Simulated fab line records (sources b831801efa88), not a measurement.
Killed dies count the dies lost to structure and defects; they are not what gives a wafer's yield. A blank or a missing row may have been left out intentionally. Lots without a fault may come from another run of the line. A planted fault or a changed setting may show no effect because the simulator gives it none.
fab line records	flow sky130
record lots=12	wafers=36	last-day=50
route steps=708 shown METAL4@600 PAD_OPEN@708
lots that met no fault: from a run of the same line without faults
start-h: the number of hours between the record's first day and the start of the first shown wafer of the lot	wait-h: how many hours have passed since the lot's step before this one	" the same as in the row above	L1.1+2: several wafers, shown together as one row	- no value present, or no start provided	* or withheld: withheld	< > ~ a bound
route shown NAME@n: NAME is a module with steps in the file, n the number in the route of the first one	usual: average and standard deviation across the fault-free wafers	same: alike in all rows	chamber/n: place in a boat	sites: per-site readings	_std_site: the standard deviation of these	_edge_site: the outer-site mean with the inner-site mean subtracted	radius-mm: for every site, how far away it sits from the centre of the wafer	mask NAME#n: copy n	behind: the most recent tool/chamber to have shaped the wafer	hold: why the lot was held/for how many hours/how that ended	device: whichever transistor did not switch (one of n, p or np)	end of line: at the end of the route, the tests of the same wafers	a step with no rows: only its recipe	killed: dies that structure and defects cost at the first sort, which is not the same as the wafer's yield	map: dies across one wafer; x = killed, . = not, _ = none there
set.NAME: the setting that was run; set.NAME@STEP: the one run at that earlier step	model.NAME: the simulator's own value behind a step, which no gauge read
a sample of lots followed through the steps of the route, with each step as a table and each wafer as a row
services: the hour from which a tool's chamber was out of use, counted from the record's first day as start-h (under 0 if before that day), plus the number of hours and why
## steps
# step SKY_METAL4_SPUTTER_02
# recipe material=AlCu	target-thk-nm=735	power-w=10600	time-s=39.1	chamber-pressure-pa=0.4
# usual throttle-valve-pct=30.5/1
lot.wafer	tool	chamber	start-h	wait-h	throttle-valve-pct
L804.3	pvd-sputter-01	-	922.77	0.0	31.3
L804.4	"	-	"	"	31.1
L804.5	"	-	"	"	31.8
L805.3	pvd-sputter-01	-	936.94	0.0	30.9
L805.4	"	-	"	"	31.1
L805.6	"	-	"	"	31.4
L807.2	pvd-sputter-03	-	962.27	0.0	30.9
L807.4	"	-	"	"	29.4
L807.5	"	-	"	"	29.2
L809.4	pvd-sputter-01	-	967.33	0.0	31.6
L809.5	"	-	"	"	30.6
L809.6	"	-	"	"	31.2
L810.2	pvd-sputter-03	-	978.01	0.0	29.3
L810.5	"	-	"	"	27.9
L810.6	"	-	"	"	30.6
L811.2	pvd-sputter-01	-	989.71	0.0	31.1
L811.4	"	-	"	"	31.5
L811.6	"	-	"	"	31.1
L812.3	pvd-sputter-01	-	990.61	0.0	31.2
L812.5	"	-	"	"	30.8
L812.6	"	-	"	"	31.5
L815.2	pvd-sputter-01	-	1011.13	0.0	31.0
L815.3	"	-	"	"	31.3
L815.6	"	-	"	"	30.7
L818.1	pvd-sputter-03	-	1034.33	0.0	29.2
L818.2	"	-	"	"	31.1
L818.6	"	-	"	"	29.5
L820.1	pvd-sputter-02	-	1043.07	0.0	31.1
L820.3	"	-	"	"	30.4
L820.5	"	-	"	"	29.4
L821.1	pvd-sputter-02	-	1048.82	0.0	30.4
L821.2	"	-	"	"	30.7
L821.6	"	-	"	"	31.0
L827.1	pvd-sputter-01	-	1081.71	0.0	31.2
L827.5	"	-	"	"	31.2
L827.6	"	-	"	"	31.3
# step SKY_METAL4_SPUTTER_03
# recipe material=Ti	target-thk-nm=5	power-w=3000	time-s=3.3	chamber-pressure-pa=0.4
# usual throttle-valve-pct=30.5/1
lot.wafer	tool	chamber	start-h	wait-h	throttle-valve-pct
L804.3	pvd-sputter-01	-	922.81	0.0	31.0
L804.4	"	-	"	"	31.1
L804.5	"	-	"	"	31.3
L805.3	pvd-sputter-01	-	936.98	0.0	31.0
L805.4	"	-	"	"	31.2
L805.6	"	-	"	"	31.5
L807.2	pvd-sputter-03	-	962.31	0.0	30.8
L807.4	"	-	"	"	29.5
L807.5	"	-	"	"	29.2
L809.4	pvd-sputter-01	-	967.36	0.0	31.3
L809.5	"	-	"	"	30.8
L809.6	"	-	"	"	31.5
L810.2	pvd-sputter-03	-	978.05	0.0	29.4
L810.5	"	-	"	"	27.5
L810.6	"	-	"	"	31.0
L811.2	pvd-sputter-01	-	989.75	0.0	31.1
L811.4	"	-	"	"	31.5
L811.6	"	-	"	"	31.1
L812.3	pvd-sputter-01	-	990.65	0.0	31.1
L812.5	"	-	"	"	31.0
L812.6	"	-	"	"	31.5
L815.2	pvd-sputter-01	-	1011.17	0.0	30.9
L815.3	"	-	"	"	31.4
L815.6	"	-	"	"	30.2
L818.1	pvd-sputter-03	-	1034.37	0.0	29.4
L818.2	"	-	"	"	30.9
L818.6	"	-	"	"	29.4
L820.1	pvd-sputter-02	-	1043.11	0.0	30.8
L820.3	"	-	"	"	30.4
L820.5	"	-	"	"	29.7
L821.1	pvd-sputter-02	-	1048.86	0.0	30.5
L821.2	"	-	"	"	30.9
L821.6	"	-	"	"	31.2
L827.1	pvd-sputter-01	-	1081.75	0.0	31.2
L827.5	"	-	"	"	30.8
L827.6	"	-	"	"	31.3
# step SKY_METAL4_OVL_MEAS_14
# usual METAL4_OVL=3/4.5
lot.wafer	tool	chamber	start-h	wait-h	METAL4_OVL[nm]
L804.3	overlay-01	-	971.76	0.1	4
L804.4	"	-	"	"	6
L804.5	"	-	"	"	5
L805.3	overlay-01	-	985.95	0.1	1
L805.4	"	-	"	"	6
L805.6	"	-	"	"	8
L807.2	overlay-02	-	1011.08	0.1	9
L807.4	"	-	"	"	10
L807.5	"	-	"	"	1
L809.4	overlay-02	-	1015.24	0.1	4
L809.5	"	-	"	"	2
L809.6	"	-	"	"	2
L810.2	overlay-01	-	1025.34	0.1	0
L810.5	"	-	"	"	-1
L810.6	"	-	"	"	-3
L811.2	overlay-02	-	1036.76	0.1	-4
L811.4	"	-	"	"	-8
L811.6	"	-	"	"	-4
L812.3	overlay-02	-	1037.28	0.1	3
L812.5	"	-	"	"	1
L812.6	"	-	"	"	3
L815.2	overlay-02	-	1056.83	0.1	1
L815.3	"	-	"	"	-3
L815.6	"	-	"	"	4
L818.1	overlay-01	-	1078.52	0.1	8
L818.2	"	-	"	"	-1
L818.6	"	-	"	"	-1
L820.1	overlay-01	-	1086.52	0.1	3
L820.3	"	-	"	"	2
L820.5	"	-	"	"	2
L821.1	overlay-02	-	1091.90	0.1	8
L821.2	"	-	"	"	15
L821.6	"	-	"	"	11
L827.1	overlay-01	-	1122.87	0.1	5
L827.5	"	-	"	"	7
L827.6	"	-	"	"	0
# step SKY_METAL4_ETCH_17
# recipe target=SiO2	stop-on=TiN	chemistry=C4F8/O2/Ar	source-w=1500	bias-w=1200	pressure-mtorr=40	c4f8-flow-sccm=withheld	O2_flow_sccm=6	Ar_flow_sccm=300	time-s=3.9	target-depth-a=150
# usual bias-w=1200/3.5	chamber-pressure-mTorr=40.00/0.037	oes-product-au=0.754/0.0073	rf-fwd-power-W=1471/8
lot.wafer	tool	chamber	start-h	wait-h	bias-w	chamber-pressure-mTorr	oes-product-au	rf-fwd-power-W	rf-hours-counter-h
L804.3	rie-diel-03	2	971.92	0.0	1193	40.06	0.754	1490	2
L804.4	"	0	"	"	1198	40.03	0.773	1465	24
L804.5	"	1	"	"	1204	40.04	0.770	1484	-
L805.3	rie-diel-02	2	986.10	0.0	1200	39.98	0.734	1463	4
L805.4	"	3	"	"	1200	40.00	0.751	1470	7
L805.6	"	0	"	"	1198	39.97	0.753	1479	-
L807.2	rie-diel-02	1	1011.24	0.1	1198	39.99	0.764	1469	6
L807.4	"	3	"	"	1203	40.01	0.768	1475	8
L807.5	"	3	"	"	1195	40.01	0.758	1477	-
L809.4	rie-diel-03	1	1015.39	0.0	1202	40.05	0.751	1482	22
L809.5	"	0	"	"	1196	40.03	0.758	1471	-
L809.6	"	1	"	"	1202	39.99	0.761	1481	-
L810.2	rie-diel-02	1	1025.54	0.1	1204	40.02	0.737	1469	6
L810.5	"	3	"	"	1192	39.99	0.756	1469	-
L810.6	"	2	"	"	1198	40.02	0.754	1463	-
L811.2	rie-diel-02	1	1036.92	0.1	1197	40.04	0.752	1481	7
L811.4	"	2	"	"	1200	40.02	0.751	1464	5
L811.6	"	2	"	"	1198	40.00	0.748	1459	-
L812.3	rie-diel-01	0	1037.44	0.0	1203	40.02	0.756	1480	9
L812.5	"	3	"	"	1200	40.04	0.764	1463	-
L812.6	"	2	"	"	1198	39.95	0.759	1463	-
L815.2	rie-diel-02	0	1056.99	0.1	1196	40.00	0.758	1479	14
L815.3	"	3	"	"	1202	39.95	0.764	1472	10
L815.6	"	3	"	"	1209	40.05	0.758	1476	-
L818.1	rie-diel-02	0	1078.69	0.1	1196	39.99	0.763	1482	14
L818.2	"	2	"	"	1202	40.01	0.755	1462	6
L818.6	"	1	"	"	1228	40.11	0.750	1481	-
L820.1	rie-diel-02	2	1086.69	0.1	1200	40.02	0.753	1468	7
L820.3	"	3	"	"	1203	39.97	0.740	1473	11
L820.5	"	1	"	"	1238	40.04	0.761	1478	-
L821.1	rie-diel-03	2	1092.07	0.1	1208	39.98	0.753	1473	6
L821.2	"	1	"	"	1202	40.02	0.761	1483	24
L821.6	"	1	"	"	1201	40.05	0.753	1479	-
L827.1	rie-diel-01	3	1123.04	0.1	1201	39.97	0.744	1465	2
L827.5	"	2	"	"	1200	39.97	0.755	1459	-
L827.6	"	1	"	"	1203	40.05	0.752	1482	-
# step SKY_PAD_OPEN_PROBE_99
# usual defect-limited-yield=82.5/1.8	killed_at_M0_to_M3=43/6.9	killed_at_M4_up=3.1/1.8	killed-at-contacts=24/5.1	killed-at-front-end=15/4.8	killed-at-other=0.3/0.48	killed-dies=86/8.9	killed-open=47/6.8	killed-short=39/6.3	sort_bin_3_pad_short=0.8/0.39	sort_bin_5_function=10.3/1.5	sort_bin_6_memory=6.3/1.1	sort-n-pass=406/8.9	sort-yield-pct=82.5/1.8
# same gross-dies=492	killed-at-back-side=0	sort_bin_4_leakage[%]=0	sort_bin_8_speed[%]=0
lot.wafer	tool	chamber	start-h	wait-h	defect-limited-yield[%]	killed_at_M0_to_M3	killed_at_M4_up	killed-at-contacts	killed-at-front-end	killed-at-other	killed-dies	killed-open	killed-short	sort_bin_3_pad_short[%]	sort_bin_5_function[%]	sort_bin_6_memory[%]	sort-n-pass	sort-yield-pct[%]
L804.3	prober-02	-	1069.25	0.2	83.1	42	8	21	11	1	83	52	31	0.8	8.1	7.9	409	83.1
L804.4	prober-02	-	1069.30	0.2	83.3	49	1	18	13	1	82	46	36	1.0	9.3	6.3	410	83.3
L804.5	prober-02	-	1069.35	0.2	83.1	38	3	18	24	0	83	49	34	0.8	9.3	6.7	409	83.1
L805.3	prober-01	-	1082.04	0.2	86.4	37	3	19	8	0	67	28	39	0.4	9.3	3.9	425	86.4
L805.4	prober-01	-	1082.09	0.2	84.6	44	4	16	11	1	76	45	31	0.6	8.7	6.1	416	84.6
L805.6	prober-01	-	1082.19	0.2	84.1	44	4	17	13	0	78	32	46	0.8	9.6	5.5	414	84.1
L807.2	prober-01	-	1103.14	0.1	83.1	40	7	19	16	1	83	37	46	0.8	11.0	5.1	409	83.1
L807.4	prober-01	-	1103.24	0.2	83.3	32	0	37	13	0	82	46	36	0.4	11.6	4.7	410	83.3
L807.5	prober-01	-	1103.29	0.2	82.9	39	1	24	20	0	84	41	43	0.2	10.2	6.7	408	82.9
L809.4	prober-02	-	1108.22	0.2	84.3	31	1	29	16	0	77	39	37	1.0	10.0	4.7	415	84.3
L809.5	prober-02	-	1108.27	0.2	79.9	38	4	37	20	0	99	49	49	1.0	12.2	6.9	393	79.9
L809.6	prober-02	-	1108.32	0.2	80.7	47	4	25	19	0	95	48	47	0.8	11.4	7.1	397	80.7
L810.2	prober-02	-	1114.83	0.1	82.3	49	3	20	14	1	87	48	39	0.8	10.4	6.5	405	82.3
L810.5	prober-02	-	1114.98	0.2	82.7	45	3	26	11	0	85	50	33	0.8	9.1	7.3	407	82.7
L810.6	prober-02	-	1115.03	0.2	79.1	45	4	30	24	0	103	58	45	1.0	12.4	7.5	389	79.1
L811.2	prober-01	-	1126.33	0.1	80.3	48	3	24	22	0	97	54	43	0.8	12.6	6.3	395	80.3
L811.4	prober-01	-	1126.43	0.2	76.8	46	6	35	27	0	114	68	46	1.0	13.6	8.5	378	76.8
L811.6	prober-01	-	1126.53	0.2	80.5	41	8	36	11	0	96	51	45	0.4	11.0	8.1	396	80.5
L812.3	prober-01	-	1127.38	0.2	81.7	45	7	23	15	0	90	44	46	1.0	9.8	7.5	402	81.7
L812.5	prober-01	-	1127.48	0.2	81.9	41	2	25	21	0	89	48	40	0.8	10.2	7.1	403	81.9
L812.6	prober-01	-	1127.53	0.2	81.5	43	6	27	15	0	91	48	41	0.4	10.8	7.3	401	81.5
L815.2	prober-01	-	1144.63	0.1	84.6	34	3	27	12	0	76	37	39	2.2	7.9	5.3	416	84.6
L815.3	prober-01	-	1144.68	0.2	81.1	38	2	25	27	1	93	42	51	0.2	11.8	6.9	399	81.1
L815.6	prober-01	-	1144.83	0.2	79.7	40	2	30	26	2	100	50	50	1.4	12.2	6.7	392	79.7
L818.1	prober-01	-	1163.75	0.1	84.6	30	4	26	15	1	76	37	38	1.2	9.3	4.9	416	84.6
L818.2	prober-01	-	1163.80	0.1	83.3	33	3	28	18	0	82	50	32	0.4	10.6	5.7	410	83.3
L818.6	prober-01	-	1164.00	0.2	85.0	35	1	21	17	0	74	41	31	1.4	8.1	5.5	418	85.0
L820.1	prober-02	-	1169.05	0.1	80.7	45	6	28	16	0	95	49	45	0.6	11.6	7.1	397	80.7
L820.3	prober-02	-	1169.15	0.2	83.5	34	0	28	19	0	81	38	43	1.8	9.8	4.9	411	83.5
L820.5	prober-02	-	1169.25	0.2	82.1	45	4	25	14	0	88	48	39	0.6	10.2	7.1	404	82.1
L821.1	prober-01	-	1173.85	0.1	84.8	41	2	16	15	1	75	43	30	0	11.8	3.5	417	84.8
L821.2	prober-01	-	1173.90	0.1	81.1	47	5	23	18	0	93	50	43	0.8	12.4	5.7	399	81.1
L821.6	prober-01	-	1174.10	0.2	86.2	35	2	22	9	0	68	37	31	1.0	7.3	5.5	424	86.2
L827.1	prober-01	-	1197.90	0.1	83.7	39	5	19	17	0	80	37	41	1.0	8.7	6.5	412	83.7
L827.5	prober-01	-	1198.10	0.2	82.3	36	1	29	21	0	87	48	38	0.6	11.2	5.9	405	82.3
L827.6	prober-01	-	1198.15	0.2	84.8	27	3	20	25	0	75	43	32	1.0	8.9	5.3	417	84.8
# killed by level:class
L804.3 VIA1:geometric-particle:open=15 LI_CONTACT:geometric-particle:open=8 CONTACT:geometric-particle:open=5 METAL1:geometric-particle:short=5 FIELD_ISO:geometric-particle:open=4 CONTACT:geometric-particle:short=4 METAL2:geometric-particle:short=4 VIA3:geometric-particle:open=4
L804.4 VIA1:geometric-particle:open=11 METAL1:geometric-particle:short=10 CONTACT:geometric-particle:open=7 VIA2:geometric-particle:open=7 FIELD_ISO:geometric-particle:open=6 VIA3:geometric-particle:open=5 METAL2:geometric-particle:short=5 CONTACT:geometric-particle:short=4
L804.5 VIA1:geometric-particle:open=11 FIELD_ISO:geometric-particle:open=8 POLY_GATE:geometric-particle:open=7 VIA3:geometric-particle:open=6 CONTACT:geometric-particle:short=6 METAL1:geometric-particle:short=5 POLY_GATE:geometric-particle:short=4 LI_CONTACT:geometric-particle:open=4
L805.3 METAL1:geometric-particle:short=8 CONTACT:geometric-particle:open=6 METAL2:geometric-particle:short=6 LI_CONTACT:geometric-particle:open=5 VIA3:geometric-particle:open=5 FIELD_ISO:geometric-particle:short=4 VIA3:geometric-particle:short=4 CONTACT:geometric-particle:short=4
L805.4 VIA1:geometric-particle:open=10 VIA2:geometric-particle:open=10 METAL1:geometric-particle:short=9 LI_CONTACT:geometric-particle:open=6 POLY_GATE:geometric-particle:open=4 CONTACT:geometric-particle:short=4 VIA1:geometric-particle:short=4 VIA3:geometric-particle:open=4
L805.6 VIA1:geometric-particle:open=13 METAL2:geometric-particle:short=7 METAL1:geometric-particle:short=6 FIELD_ISO:geometric-particle:short=5 CONTACT:geometric-particle:open=5 VIA3:geometric-particle:short=4 METAL4:geometric-particle:short=4 LI_CONTACT:geometric-particle:open=4
L807.2 CONTACT:geometric-particle:open=7 VIA2:geometric-particle:open=7 METAL4:geometric-particle:short=7 VIA1:geometric-particle:short=5 METAL2:geometric-particle:short=5 VIA3:geometric-particle:open=5 VIA1:geometric-particle:open=4 CONTACT:geometric-particle:short=4
L807.4 CONTACT:geometric-particle:open=13 CONTACT:geometric-particle:short=10 LI_CONTACT:geometric-particle:open=7 VIA1:geometric-particle:open=7 VIA2:geometric-particle:open=6 VIA1:geometric-particle:short=5 LOCAL_INTERCONNECT:geometric-particle:short=5 VIA3:geometric-particle:open=5
L807.5 FIELD_ISO:geometric-particle:open=9 CONTACT:geometric-particle:open=9 LI_CONTACT:geometric-particle:open=6 CONTACT:geometric-particle:short=6 METAL2:geometric-particle:short=6 VIA2:geometric-particle:open=6 VIA3:geometric-particle:short=5 POLY_GATE:geometric-particle:short=4
L809.4 LOCAL_INTERCONNECT:geometric-particle:short=9 CONTACT:geometric-particle:open=7 LI_CONTACT:geometric-particle:open=6 VIA1:geometric-particle:open=6 VIA2:geometric-particle:open=6 POLY_GATE:geometric-particle:short=4 VIA1:geometric-particle:short=4 FIELD_ISO:geometric-particle:short=3
L809.5 CONTACT:geometric-particle:short=10 LI_CONTACT:geometric-particle:open=9 CONTACT:geometric-particle:open=8 VIA1:geometric-particle:open=8 VIA3:geometric-particle:open=7 LOCAL_INTERCONNECT:geometric-particle:short=7 VIA2:geometric-particle:open=7 METAL1:geometric-particle:short=5
L809.6 CONTACT:geometric-particle:open=13 METAL1:geometric-particle:short=11 FIELD_ISO:geometric-particle:short=8 VIA1:geometric-particle:open=8 LI_CONTACT:geometric-particle:open=5 METAL3:geometric-particle:short=5 VIA3:geometric-particle:open=5 POLY_GATE:geometric-particle:short=4
L810.2 VIA2:geometric-particle:open=14 VIA3:geometric-particle:open=9 VIA1:geometric-particle:open=8 LI_CONTACT:geometric-particle:open=5 FIELD_ISO:geometric-particle:open=4 POLY_GATE:geometric-particle:short=4 CONTACT:geometric-particle:open=4 CONTACT:geometric-particle:short=4
L810.5 VIA1:geometric-particle:open=17 CONTACT:geometric-particle:open=8 METAL2:geometric-particle:short=6 VIA2:geometric-particle:open=6 VIA3:geometric-particle:open=6 LOCAL_INTERCONNECT:geometric-particle:short=5 FIELD_ISO:geometric-particle:short=4 POLY_GATE:geometric-particle:open=4
L810.6 VIA1:geometric-particle:open=11 LI_CONTACT:geometric-particle:open=9 CONTACT:geometric-particle:open=9 FIELD_ISO:geometric-particle:open=8 LOCAL_INTERCONNECT:geometric-particle:short=8 VIA2:geometric-particle:open=7 POLY_GATE:geometric-particle:short=6 VIA1:geometric-particle:short=5
L811.2 CONTACT:geometric-particle:open=12 VIA1:geometric-particle:open=11 METAL2:geometric-particle:short=7 VIA3:geometric-particle:open=7 FIELD_ISO:geometric-particle:open=6 LI_CONTACT:geometric-particle:open=5 VIA2:geometric-particle:open=5 FIELD_ISO:geometric-particle:short=4
L811.4 VIA1:geometric-particle:open=18 CONTACT:geometric-particle:open=13 LI_CONTACT:geometric-particle:open=13 POLY_GATE:geometric-particle:short=6 VIA2:geometric-particle:open=6 METAL4:geometric-particle:short=6 FIELD_ISO:geometric-particle:short=5 SPACER:geometric-particle:open=5
L811.6 VIA1:geometric-particle:open=15 CONTACT:geometric-particle:open=10 LI_CONTACT:geometric-particle:open=9 LOCAL_INTERCONNECT:geometric-particle:short=9 METAL4:geometric-particle:short=8 METAL1:geometric-particle:short=7 VIA3:geometric-particle:open=7 VIA1:geometric-particle:short=5
L812.3 VIA1:geometric-particle:open=12 LOCAL_INTERCONNECT:geometric-particle:short=7 POLY_GATE:geometric-particle:short=6 POLY_GATE:geometric-particle:open=6 VIA3:geometric-particle:open=6 CONTACT:geometric-particle:short=5 VIA1:geometric-particle:short=5 CONTACT:geometric-particle:open=4
L812.5 VIA1:geometric-particle:open=13 CONTACT:geometric-particle:open=9 FIELD_ISO:geometric-particle:short=8 VIA3:geometric-particle:open=6 FIELD_ISO:geometric-particle:open=5 METAL2:geometric-particle:short=5 LI_CONTACT:geometric-particle:short=4 LI_CONTACT:geometric-particle:open=4
L812.6 VIA1:geometric-particle:open=16 CONTACT:geometric-particle:open=10 LI_CONTACT:geometric-particle:open=7 VIA1:geometric-particle:short=6 VIA3:geometric-particle:short=6 METAL4:geometric-particle:short=5 VIA2:geometric-particle:open=5 LOCAL_INTERCONNECT:geometric-particle:short=4
L815.2 CONTACT:geometric-particle:open=8 LI_CONTACT:geometric-particle:open=7 VIA2:geometric-particle:open=7 CONTACT:geometric-particle:short=5 METAL2:geometric-particle:short=5 LOCAL_INTERCONNECT:geometric-particle:short=4 METAL1:geometric-particle:short=4 VIA1:geometric-particle:open=4
L815.3 VIA3:geometric-particle:open=9 FIELD_ISO:geometric-particle:open=8 CONTACT:geometric-particle:open=8 LI_CONTACT:geometric-particle:open=7 METAL1:geometric-particle:short=7 VIA1:geometric-particle:short=6 METAL2:geometric-particle:short=5 SPACER:geometric-particle:open=4
L815.6 CONTACT:geometric-particle:open=10 VIA3:geometric-particle:open=9 POLY_GATE:geometric-particle:short=8 METAL1:geometric-particle:short=7 FIELD_ISO:geometric-particle:short=6 LI_CONTACT:geometric-particle:open=6 VIA2:geometric-particle:open=6 LOCAL_INTERCONNECT:geometric-particle:short=6
L818.1 LOCAL_INTERCONNECT:geometric-particle:short=8 FIELD_ISO:geometric-particle:open=7 VIA3:geometric-particle:open=7 LI_CONTACT:geometric-particle:open=6 CONTACT:geometric-particle:short=6 CONTACT:geometric-particle:open=6 FIELD_ISO:geometric-particle:short=4 METAL1:geometric-particle:short=4
L818.2 VIA2:geometric-particle:open=9 FIELD_ISO:geometric-particle:open=8 VIA3:geometric-particle:open=8 LI_CONTACT:geometric-particle:open=7 CONTACT:geometric-particle:short=6 LOCAL_INTERCONNECT:geometric-particle:short=6 CONTACT:geometric-particle:open=6 FIELD_ISO:geometric-particle:short=5
L818.6 CONTACT:geometric-particle:open=12 VIA1:geometric-particle:open=8 VIA2:geometric-particle:open=5 LI_CONTACT:geometric-particle:short=4 METAL2:geometric-particle:short=4 POLY_GATE:geometric-particle:short=3 METAL1:geometric-particle:short=3 VIA1:geometric-particle:short=3
L820.1 CONTACT:geometric-particle:open=11 METAL1:geometric-particle:short=8 VIA1:geometric-particle:open=8 LI_CONTACT:geometric-particle:open=7 METAL2:geometric-particle:short=7 VIA2:geometric-particle:open=6 POLY_GATE:geometric-particle:open=5 CONTACT:geometric-particle:short=5
L820.3 LI_CONTACT:geometric-particle:open=7 LOCAL_INTERCONNECT:geometric-particle:short=6 METAL2:geometric-particle:short=6 CONTACT:geometric-particle:short=6 VIA1:geometric-particle:open=6 VIA3:geometric-particle:open=6 FIELD_ISO:geometric-particle:open=5 CONTACT:geometric-particle:open=5
L820.5 LI_CONTACT:geometric-particle:open=9 VIA2:geometric-particle:open=8 POLY_GATE:geometric-particle:open=7 VIA1:geometric-particle:open=7 LI_CONTACT:geometric-particle:short=5 METAL1:geometric-particle:short=5 METAL2:geometric-particle:short=5 CONTACT:geometric-particle:open=4
L821.1 VIA1:geometric-particle:open=11 VIA3:geometric-particle:open=7 CONTACT:geometric-particle:open=6 VIA2:geometric-particle:open=6 VIA1:geometric-particle:short=5 FIELD_ISO:geometric-particle:open=4 POLY_GATE:geometric-particle:short=4 LI_CONTACT:geometric-particle:short=3
L821.2 VIA1:geometric-particle:open=16 CONTACT:geometric-particle:open=8 VIA2:geometric-particle:open=7 FIELD_ISO:geometric-particle:short=6 METAL1:geometric-particle:short=6 LI_CONTACT:geometric-particle:open=5 CONTACT:geometric-particle:short=5 METAL2:geometric-particle:short=5
L821.6 CONTACT:geometric-particle:open=11 VIA1:geometric-particle:open=7 VIA3:geometric-particle:open=6 LI_CONTACT:geometric-particle:open=5 METAL3:geometric-particle:short=5 CONTACT:geometric-particle:short=4 METAL1:geometric-particle:short=3 VIA2:geometric-particle:open=3
L827.1 METAL2:geometric-particle:short=8 FIELD_ISO:geometric-particle:short=6 VIA3:geometric-particle:open=6 VIA1:geometric-particle:open=6 LI_CONTACT:geometric-particle:open=5 CONTACT:geometric-particle:open=5 VIA2:geometric-particle:open=5 FIELD_ISO:geometric-particle:open=4
L827.5 CONTACT:geometric-particle:open=14 VIA2:geometric-particle:open=9 METAL2:geometric-particle:short=7 CONTACT:geometric-particle:short=6 POLY_GATE:geometric-particle:open=5 POLY_GATE:geometric-particle:short=5 VIA1:geometric-particle:open=5 FIELD_ISO:geometric-particle:open=4
L827.6 LI_CONTACT:geometric-particle:open=9 CONTACT:geometric-particle:open=7 FIELD_ISO:geometric-particle:short=6 POLY_GATE:geometric-particle:open=6 VIA1:geometric-particle:open=6 POLY_GATE:geometric-particle:short=5 FIELD_ISO:geometric-particle:open=4 METAL1:geometric-particle:short=4
## services
tool	chamber	start-h	hours	kind
rie-diel-03	1	934.43	5.6	repair
rie-diel-01	2	934.68	7.0	repair
rie-diel-02	-	943.06	0.5	repair
rie-diel-03	1	946.88	22.3	repair
rie-diel-01	2	955.45	3.0	repair
pvd-sputter-02	-	955.71	0.5	repair
rie-diel-02	3	956.68	3.4	repair
rie-diel-02	2	957.26	6.6	repair
rie-diel-01	3	963.86	4.7	repair
rie-diel-03	1	997.97	8.1	repair
rie-diel-01	0	1015.51	3.7	repair
rie-diel-03	1	1017.95	19.2	repair
pvd-sputter-01	-	1036.14	4.4	repair
rie-diel-01	3	1051.99	-	clean
rie-diel-01	3	1051.99	16.2	scheduled-down
rie-diel-01	3	1051.99	16.2	vent-cycle
rie-diel-03	1	1061.34	5.9	repair
rie-diel-01	1	1073.55	-	clean
rie-diel-01	1	1073.55	16.0	scheduled-down
rie-diel-01	1	1073.55	16.0	vent-cycle
rie-diel-03	3	1082.42	4.8	repair
pvd-sputter-01	-	1088.48	2.2	repair
rie-diel-03	-	1093.95	0.9	repair
## key
first-sign step=SKY_METAL4_ETCH_17	reading=bias-w	direction=up	sigmas=9.6	usual=1200	struck=1233
effect none on later readings
met-at SKY_METAL4_ETCH_17
struck-lots L818,L820
struck-wafers L818.6,L820.5
not-acting-at SKY_METAL4_SPUTTER_02,SKY_METAL4_SPUTTER_03,SKY_METAL4_OVL_MEAS_14
onset-between 1036.92 1078.69
fault kind=process-parameter-drift	tool=rie-diel-02	chamber=1	onset-h=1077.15	steps=SKY_METAL4_ETCH_17	channel=bias-w	offset=34.052	shape=step	end-h=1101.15	acts-in=these-recipes-only	stated=1200
